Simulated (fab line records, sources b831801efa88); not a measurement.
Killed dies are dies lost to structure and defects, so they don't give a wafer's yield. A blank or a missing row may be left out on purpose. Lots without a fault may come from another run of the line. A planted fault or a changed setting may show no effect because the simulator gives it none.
Problem report in the 8D (eight disciplines) form, filled by code | flow sky130 | the parts of the form that need people (team, actions taken, sign-off) are left out

1. THE PROBLEM
CAP2M_CVD_00_THK at SKY_CAP2M_THK_MEAS_01 reads a mean of 11.28 nm on 4 wafers of 3 lots; wafers without a fault read 15.39 nm with a standard deviation of 0.21. That is -20 standard deviations from the usual mean.
First seen on wafer L465.4, day 43 15:28, on film_metro-03. The record holds 32 wafers of 11 lots with a number at this step. Rule for "out", or "out of limits": more than 4 standard deviations from the usual mean. The other wafers with a number count as sound.

2. WHAT IT IS AND WHAT IT IS NOT
question                    | is                                          | is not
which readings at this step | CAP2M_CVD_00_THK                            | -
which lots                  | L465, L468, L470                            | L452, L453, L454, L455, L460, L461, L463, L466
which wafers of those lots  | L465.4, L468.4, L470.1, L470.4              | L465.3, L465.5, L468.3, L470.3
read on which gauges        | film_metro-01, film_metro-03, film_metro-04 | -
when                        | from day 43 15:28                           | up to then (23 sound wafers); but 5 sound wafers of L466, L468, L470 came after

3. SUSPECTS, AND WHAT RULES EACH OUT
Counting: a tool at a process step up to the reading stays a suspect if it ran every lot that is out. Sound lots after the first of them don't rule it out here, since some wafers of a struck lot are sound.
- the gauge at SKY_CAP2M_THK_MEAS_01: ruled out. The wafers that are out were read on 3 gauges (film_metro-01, film_metro-03, film_metro-04).
- pecvd-03 at SKY_CAP2M_CVD_00 (deposits SiO2, target thk 15.5 nm): kept. It ran every lot that is out, first L465 (day 43 15:25); its last sound lot up to then is L463 (day 43 00:55).
Left after counting: pecvd-03 at SKY_CAP2M_CVD_00.

4. THE CAUSE (what the simulator had put in)
Process parameter drift: pecvd-03, from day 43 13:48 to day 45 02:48, at SKY_CAP2M_CVD_00. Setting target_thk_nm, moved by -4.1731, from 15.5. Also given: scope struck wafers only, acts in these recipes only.
Counting left only this tool.

5. THE CHAIN OF EFFECTS, in route order
Each row: a reading whose mean over the struck wafers that have a number lies more than 3 standard deviations from the usual. Only readings for which the record gives a usual standard deviation are gone through. hours: the time from each lot's start at the first step in this table that gives one to its start at this step, as a median over the lots. sigmas: the change in usual standard deviations.
hours | step                  | reading          | usual      | on struck wafers | change | sigmas
0     | SKY_CAP2M_THK_MEAS_01 | CAP2M_CVD_00_THK | 15.39 nm   | 11.28            | -4.11  | -20
43    | SKY_METAL4_ETCH_17    | oes_product_au   | 0.752 a.u. | 0.649            | -0.103 | -17
The process steps in it:
- SKY_METAL4_ETCH_17: etches SiO2 in C4F8/O2/Ar, stops on TiN, time 3.9 s, target depth 15 nm.

6. WHAT WOULD HAVE CAUGHT IT SOONER
In this record the first reading out of limits at a measuring or inspecting step was taken at day 43 15:28, 2 hours after the fault began at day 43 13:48.
Of the tool readings at SKY_CAP2M_CVD_00 for which the record gives a usual standard deviation, none was out on any struck wafer, so an alarm limit of 4 standard deviations on them would not have fired.
Of the lots that are out (3), L468, L470 began SKY_CAP2M_CVD_00 on pecvd-03 after day 43 15:28. A hold on the tool at that time would have spared those 2.
